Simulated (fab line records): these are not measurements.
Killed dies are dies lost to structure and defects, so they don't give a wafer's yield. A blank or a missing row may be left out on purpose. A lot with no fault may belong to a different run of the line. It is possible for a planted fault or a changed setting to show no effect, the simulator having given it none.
The tool behind it: which one? :: flow sky130 :: 24 lots, 72 wafers sampled, at 3 steps of a route of 708

## WHAT THE GAUGES READ, wafer by wafer
SKY_CAPM_THK_MEAS_01.
lot: L074
measured: day 36 06:40
on: film_metro-02
CAPM_CVD_00_THK (nm): 15.20 15.13 15.47

lot: L075
measured: day 36 08:13
on: film_metro-02
CAPM_CVD_00_THK (nm): 15.42 15.64 15.32

lot: L076
measured: day 37 04:08
on: film_metro-03
CAPM_CVD_00_THK (nm): 15.59 15.71 15.64

lot: L077
measured: day 37 06:16
on: film_metro-01
CAPM_CVD_00_THK (nm): 15.37 15.68 15.60

lot: L078
measured: day 38 03:06
on: film_metro-02
CAPM_CVD_00_THK (nm): 15.20 15.18 15.34

lot: L079
measured: day 38 05:41
on: film_metro-02
CAPM_CVD_00_THK (nm): 15.32 15.33 15.81

lot: L080
measured: day 38 09:23
on: film_metro-02
CAPM_CVD_00_THK (nm): 15.50 15.67 15.82

lot: L081
measured: day 38 15:07
on: film_metro-03
CAPM_CVD_00_THK (nm): 15.55 15.69 15.50

lot: L082
measured: day 39 02:28
on: film_metro-01
CAPM_CVD_00_THK (nm): 15.25 15.49 15.57

lot: L083
measured: day 39 15:16
on: film_metro-01
CAPM_CVD_00_THK (nm): 15.15 15.05 15.25

lot: L085
measured: day 39 22:41
on: film_metro-01
CAPM_CVD_00_THK (nm): 15.16 15.26 15.44

lot: L084
measured: day 39 22:59
on: film_metro-02
CAPM_CVD_00_THK (nm): 15.22 15.77 15.33

lot: L086
measured: day 40 00:06
on: film_metro-02
CAPM_CVD_00_THK (nm): 15.33 15.28 15.54

lot: L087
measured: day 40 16:04
on: film_metro-02
CAPM_CVD_00_THK (nm): 15.42 15.52 15.95

lot: L088
measured: day 40 22:25
on: film_metro-03
CAPM_CVD_00_THK (nm): 15.46 15.91 15.63

lot: L089
measured: day 41 04:32
on: film_metro-01
CAPM_CVD_00_THK (nm): 15.28 15.12 15.21

lot: L090
measured: day 41 11:11
on: film_metro-03
CAPM_CVD_00_THK (nm): 15.43 15.49 15.31

lot: L091
measured: day 41 17:46
on: film_metro-03
CAPM_CVD_00_THK (nm): 15.53 15.94 15.49

lot: L092
measured: day 41 22:45
on: film_metro-01
CAPM_CVD_00_THK (nm): 15.22 15.49 15.51

lot: L093
measured: day 42 01:15
on: film_metro-03
CAPM_CVD_00_THK (nm): 15.47 15.43 15.95

lot: L094
measured: day 42 05:01
on: film_metro-02
CAPM_CVD_00_THK (nm): 15.64 15.76 15.80

lot: L095
measured: day 42 08:25
on: film_metro-02
CAPM_CVD_00_THK (nm): 15.51 15.59 15.65

lot: L096
measured: day 42 21:15
on: film_metro-01
CAPM_CVD_00_THK (nm): 15.56 15.39 15.72

lot: L097
measured: day 43 10:48
on: film_metro-02
CAPM_CVD_00_THK (nm): 15.48 15.98 15.57

SKY_CAPM_RS_MEAS_03: measurement is done with a four-point probe.
lot: L074
measured: day 36 06:50
on: film_metro-03
CAPM_TIN_RS (ohm/sq): 6.89 6.85 6.83

lot: L075
measured: day 36 08:25
on: film_metro-03
CAPM_TIN_RS (ohm/sq): 6.77 6.81 6.73

lot: L076
measured: day 37 04:20
on: film_metro-01
CAPM_TIN_RS (ohm/sq): 6.93 6.98 6.89

lot: L077
measured: day 37 06:26
on: film_metro-03
CAPM_TIN_RS (ohm/sq): 6.80 6.74 6.80

lot: L078
measured: day 38 03:17
on: film_metro-01
CAPM_TIN_RS (ohm/sq): 6.80 6.77 6.82

lot: L079
measured: day 38 05:52
on: film_metro-01
CAPM_TIN_RS (ohm/sq): 6.82 6.81 6.78

lot: L080
measured: day 38 09:34
on: film_metro-01
CAPM_TIN_RS (ohm/sq): 6.85 6.88 6.90

lot: L081
measured: day 38 15:17
on: film_metro-01
CAPM_TIN_RS (ohm/sq): 6.89 6.82 6.90

lot: L082
measured: day 39 02:39
on: film_metro-03
CAPM_TIN_RS (ohm/sq): 6.84 6.88 6.80

lot: L083
measured: day 39 15:27
on: film_metro-03
CAPM_TIN_RS (ohm/sq): 6.87 6.89 6.84

lot: L085
measured: day 39 22:52
on: film_metro-03
CAPM_TIN_RS (ohm/sq): 6.84 6.87 6.73

lot: L084
measured: day 39 23:10
on: film_metro-03
CAPM_TIN_RS (ohm/sq): 6.88 6.75 6.79

lot: L086
measured: day 40 00:17
on: film_metro-01
CAPM_TIN_RS (ohm/sq): 6.81 6.84 6.90

lot: L087
measured: day 40 16:14
on: film_metro-01
CAPM_TIN_RS (ohm/sq): 6.88 6.80 6.82

lot: L088
measured: day 40 22:37
on: film_metro-02
CAPM_TIN_RS (ohm/sq): 6.84 6.82 6.89

lot: L089
measured: day 41 04:43
on: film_metro-03
CAPM_TIN_RS (ohm/sq): 6.92 6.95 6.80

lot: L090
measured: day 41 11:22
on: film_metro-02
CAPM_TIN_RS (ohm/sq): 6.95 6.84 6.86

lot: L091
measured: day 41 17:56
on: film_metro-01
CAPM_TIN_RS (ohm/sq): 6.94 6.80 6.91

lot: L092
measured: day 41 22:56
on: film_metro-01
CAPM_TIN_RS (ohm/sq): 6.82 6.89 6.88

lot: L093
measured: day 42 01:25
on: film_metro-02
CAPM_TIN_RS (ohm/sq): 6.94 6.80 6.81

lot: L094
measured: day 42 05:11
on: film_metro-01
CAPM_TIN_RS (ohm/sq): 6.85 6.81 7.05

lot: L095
measured: day 42 08:35
on: film_metro-01
CAPM_TIN_RS (ohm/sq): 6.79 6.78 6.79

lot: L096
measured: day 42 21:25
on: film_metro-03
CAPM_TIN_RS (ohm/sq): 7.02 7.07 6.98

lot: L097
measured: day 43 10:59
on: film_metro-01
CAPM_TIN_RS (ohm/sq): 6.81 6.88 6.90

SKY_CAPM_THK_MEAS_04: measures by xrf.
lot: L074
measured: day 36 06:58
on: film_metro-03
CAPM_TIN_THK (nm): 200.5 201.6 202.9

lot: L075
measured: day 36 08:30
on: film_metro-03
CAPM_TIN_THK (nm): 204.0 203.6 204.7

lot: L076
measured: day 37 04:26
on: film_metro-01
CAPM_TIN_THK (nm): 197.9 196.2 197.8

lot: L077
measured: day 37 06:33
on: film_metro-03
CAPM_TIN_THK (nm): 204.5 205.7 205.1

lot: L078
measured: day 38 03:23
on: film_metro-01
CAPM_TIN_THK (nm): 201.5 202.7 200.8

lot: L079
measured: day 38 05:59
on: film_metro-01
CAPM_TIN_THK (nm): 201.1 201.4 203.0

lot: L080
measured: day 38 09:41
on: film_metro-01
CAPM_TIN_THK (nm): 199.2 199.5 198.7

lot: L081
measured: day 38 15:24
on: film_metro-01
CAPM_TIN_THK (nm): 199.3 200.9 199.9

lot: L082
measured: day 39 02:45
on: film_metro-03
CAPM_TIN_THK (nm): 202.6 202.1 203.7

lot: L083
measured: day 39 15:34
on: film_metro-03
CAPM_TIN_THK (nm): 202.3 201.7 202.2

lot: L085
measured: day 39 22:59
on: film_metro-03
CAPM_TIN_THK (nm): 203.6 203.3 206.3

lot: L084
measured: day 39 23:17
on: film_metro-03
CAPM_TIN_THK (nm): 201.4 205.3 203.9

lot: L086
measured: day 40 00:23
on: film_metro-01
CAPM_TIN_THK (nm): 202.9 202.5 200.6

lot: L087
measured: day 40 16:21
on: film_metro-01
CAPM_TIN_THK (nm): 201.1 203.1 202.7

lot: L088
measured: day 40 22:43
on: film_metro-02
CAPM_TIN_THK (nm): 200.8 202.4 200.1

lot: L089
measured: day 41 04:50
on: film_metro-03
CAPM_TIN_THK (nm): 198.7 197.6 202.9

lot: L090
measured: day 41 11:29
on: film_metro-02
CAPM_TIN_THK (nm): 198.4 200.4 200.1

lot: L091
measured: day 41 18:03
on: film_metro-01
CAPM_TIN_THK (nm): 198.9 201.5 199.8

lot: L092
measured: day 41 23:02
on: film_metro-01
CAPM_TIN_THK (nm): 202.2 200.2 199.6

lot: L093
measured: day 42 01:32
on: film_metro-02
CAPM_TIN_THK (nm): 198.5 202.4 201.5

lot: L094
measured: day 42 05:18
on: film_metro-01
CAPM_TIN_THK (nm): 201.7 202.3 195.1

lot: L095
measured: day 42 08:42
on: film_metro-01
CAPM_TIN_THK (nm): 202.7 202.9 202.7

lot: L096
measured: day 42 21:32
on: film_metro-03
CAPM_TIN_THK (nm): 197.8 196.6 199.4

lot: L097
measured: day 43 11:05
on: film_metro-01
CAPM_TIN_THK (nm): 201.8 199.3 199.3

## EACH LOT AND THE TOOL THAT RAN IT (in order: tool; ch and the chambers of the sampled wafers; start)
There is no process step in the record ahead of these readings.

## WHAT THE TOOLS THEMSELVES READ (means of the sampled wafers that have a number; where no wafer has one, the mark that the record gives instead)
The record holds no such reading with a usual standard deviation.

## THE ANSWER, worked out from the rows above alone
Rule: the lots themselves supply what counts as usual. The widest of any qualifying gaps counts: lots, ordered by their means at a reading, are off when they make up no more than a third of the lots, leave a main group of 4 or more, and stand apart from it by 3 or more times the standard deviation of that group's means. The tables above print the reading to a certain number of digits; a main group whose means all agree to those digits is not used. A lot without any number at a reading at which 4 lots or more have one is off too. All remaining lots with rows at the step are treated as sound. Order of review: gauges by route order, followed by the tools' own readings, for which a lot's mean as printed above is used. At the first step where some lot is off, the reading lying furthest off is the one used; lots without a number count as furthest.
Across all readings shown, no lot is off: no conclusion can be drawn from this.

## WHAT THE SIMULATOR HAD PUT IN
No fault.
